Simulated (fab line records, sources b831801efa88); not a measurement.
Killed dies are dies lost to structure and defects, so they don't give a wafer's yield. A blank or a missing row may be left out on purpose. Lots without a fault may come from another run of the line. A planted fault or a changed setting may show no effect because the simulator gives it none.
Which tool did it? | flow gf180mcu | 13 lots, 38 wafers sampled, at 1 step of a route of 602

WHAT THE GAUGES READ, wafer by wafer
GF_STI_CD_MEAS_12: target cd 220 nm. Usual: cd_nm 219.7 nm, standard deviation 1.3.
lot  | measured    | on        | cd_nm (nm)        | flag
L939 | day 2 05:52 | cd_sem-02 | 219.1 220.0 221.0 |
L940 | day 2 11:38 | cd_sem-02 | 219.0 220.1 219.8 |
L941 | day 2 16:01 | cd_sem-01 | 220.8 220.8 220.6 |
L942 | day 2 21:59 | cd_sem-02 | 218.0 218.1 219.8 |
L944 | day 3 08:23 | cd_sem-01 | 218.8 219.0 218.8 |
L946 | day 3 18:02 | cd_sem-01 | 217.7 219.3 219.3 |
L948 | day 4 04:55 | cd_sem-02 | 222.2 221.6 222.2 |
L950 | day 4 15:34 | cd_sem-02 | 218.5 218.4 218.8 |
L951 | day 4 21:39 | cd_sem-01 | 218.4 217.3 218.2 |
L957 | day 6 04:00 | cd_sem-02 | 220.4 221.5 221.1 |
L959 | day 6 14:27 | cd_sem-02 | 219.5 219.6 220.0 |
L960 | day 6 19:10 | cd_sem-02 | 221.5 220.4       |
L961 | day 7 00:32 | cd_sem-02 | 220.7 220.9 219.7 |

WHICH TOOL RAN EACH LOT (tool, then ch and the chambers of the sampled wafers, then the start)
The record holds no process step before these readings.

WHAT THE TOOLS THEMSELVES READ (means of the sampled wafers that have a number; where no wafer has one, the mark that the record gives instead)
The record holds no such reading with a usual standard deviation.

THE ANSWER, worked out from the rows above alone
Rule: a lot is off if the mean of its wafers that have a number lies more than 3 standard deviations from the usual mean. A lot without any number at a reading at which 4 lots or more have one is off too. The other lots that the step has rows for count as sound. The gauges are gone through in route order, then the tools' own readings, and for those a lot's mean is taken as printed above. The first step at which some lot is off is used, and at that step the reading that is off furthest; a lot without a number counts as furthest.
No lot is off at any reading shown: from this, nothing can be told.

WHAT THE SIMULATOR HAD PUT IN
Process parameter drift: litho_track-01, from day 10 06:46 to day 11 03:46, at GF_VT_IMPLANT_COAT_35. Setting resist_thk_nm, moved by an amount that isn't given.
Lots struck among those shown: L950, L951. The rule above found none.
